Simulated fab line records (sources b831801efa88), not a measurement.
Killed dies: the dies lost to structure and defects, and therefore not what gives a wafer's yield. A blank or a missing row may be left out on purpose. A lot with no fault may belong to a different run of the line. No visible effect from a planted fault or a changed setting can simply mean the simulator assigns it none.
Matching of chambers + flow sky130 + rie_diel-04 running SKY_VIA3_ETCH_14: 4 sister chambers
The step etches BARC in N2/H2, stops on SiO2, time 45.9 s, target depth 60 nm. 4 wafers are shown with their chamber, then 8 later ones without.

WAFERS WITH THEIR CHAMBER
| wafer  | chamber | rf_fwd_power_W (W) |
|--------|---------|--------------------|
| L079.4 | 3       | 494.5              |
| L086.4 | 1       | 493.2              |
| L086.5 | 2       | 496.5              |
| L094.1 | 0       | 492.6              |

WAFERS WHOSE CHAMBER IS MISSING
| wafer  | rf_fwd_power_W (W) |
|--------|--------------------|
| L094.4 | 493.3              |
| L094.5 | 494.5              |
| L095.2 | 491.0              |
| L095.3 | 494.4              |
| L095.4 | 495.0              |
| L096.1 | 495.5              |
| L096.2 | 494.9              |
| L096.4 | 494.2              |

WHICH CHAMBER EACH WENT THROUGH
| wafer  | from the rows above          | in truth |
|--------|------------------------------|----------|
| L094.4 | can't be placed: 1 or 0 or 3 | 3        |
| L094.5 | can't be placed: 3 or 1      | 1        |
| L095.2 | can't be placed: 0 or 1      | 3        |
| L095.3 | can't be placed: 3 or 1      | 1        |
| L095.4 | can't be placed: 3 or 2 or 1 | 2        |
| L096.1 | can't be placed: 2 or 3 or 1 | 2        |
| L096.2 | can't be placed: 3 or 2 or 1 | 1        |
| L096.4 | can't be placed: 3 or 1 or 0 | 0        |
0 of 8 placed correctly. From these rows, 8 cannot be placed; in 7 the true chamber is one of the candidates. Number placed wrongly: 0.
How it was worked out, from the rows above alone: a wafer's distance from a chamber is the root of the sum, over the readings, of the square of ((its reading less the chamber's mean) divided by the reading's scatter). If the next closest chamber is less than 2 further off than the closest, the wafer can't be placed; otherwise it belongs to the closest. Each chamber's mean is taken over the wafers shown for it. The scatter: with one shown wafer a chamber, the root of the mean of the squares of how far each hidden wafer lies from its nearest shown one.
